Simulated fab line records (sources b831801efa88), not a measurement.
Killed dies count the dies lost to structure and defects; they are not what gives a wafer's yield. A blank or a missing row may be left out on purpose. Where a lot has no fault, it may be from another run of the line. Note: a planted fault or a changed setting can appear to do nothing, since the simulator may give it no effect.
Chamber matching | flow sfqLine | SFQ_TRILAYER_I6_DEP_PECVD_165 on pecvd-02 has 3 sister chambers
The step deposits SiO2 from SiH4/N2O, time 111.11 s, target thk 500 nm. 14 wafers are shown with their chamber, then 7 later ones without.

== EACH WAFER AND ITS CHAMBER ==
wafer  | chamber | showerheadVppV (V) | heaterPowerW (W) | throttleValvePct (%)
L864.1 | 0       | 840                | 63               | 24.2
L864.3 | 1       | 854                | 80               | 23.7
L864.6 | 2       | 885                | 77               | 24.7
L867.3 | 1       | 842                | 75               | 24.6
L867.4 | 1       | 844                | 79               | 23.8
L867.6 | 0       | 844                | 54               | 24.6
L869.1 | 2       | 881                | 67               | 25.5
L869.2 | 0       | 842                | 56               | 24.9
L869.6 | 2       | 894                | 72               | 25.5
L878.1 | 2       | 892                | 78               | 25.6
L878.3 | 2       | 890                | 80               | 25.5
L878.5 | 2       | 881                | 79               | 25.6
L880.3 | 1       | 850                | 74               | 24.8
L880.4 | 1       | 862                | 79               | 24.7

SIGNATURES (means of the wafers above)
reading          | chamber 0 | chamber 1 | chamber 2 | scatter within a chamber
showerheadVppV   | 842.00    | 850.40    | 887.17    | 6.22
heaterPowerW     | 57.67     | 77.40     | 75.50     | 4.26
throttleValvePct | 24.567    | 24.320    | 25.400    | 0.422
Rule: for a wafer and a chamber, the distance is found by dividing, reading by reading, the gap between the wafer's reading and the chamber's mean by the reading's scatter, squaring, summing and taking the root. If the next closest chamber is less than 2 further off than the closest, the wafer can't be placed; otherwise it belongs to the closest. How the scatter is found: for the shown wafers, subtract from each reading the mean of its chamber, square and add these, divide the total by (wafers less chambers), then take the root.

== WAFERS MISSING THEIR CHAMBER ==
wafer  | showerheadVppV (V) | heaterPowerW (W) | throttleValvePct (%)
L880.5 | 861                | 71               | 26.1
L881.1 | 873                | 79               | 26.9
L881.3 | 838                | 61               | 25.7
L881.6 | 877                | 80               | 26.8
L884.1 | 880                | 77               | 27.1
L884.3 | 842                | 82               | 24.6
L884.6 | 843                | 84               | 24.8

== WHICH CHAMBER EACH ONE RAN IN ==
wafer  | from the rows above          | in truth
L880.5 | can't be placed: 2 or 1 or 0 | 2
L881.1 | 2                            | 2
L881.3 | 0                            | 0
L881.6 | 2                            | 2
L884.1 | 2                            | 2
L884.3 | 1                            | 1
L884.6 | 1                            | 1
Correct placement for 6 of the 7. These rows do not allow placing 1 (true chamber among the candidates in 1). 0 placed wrongly.
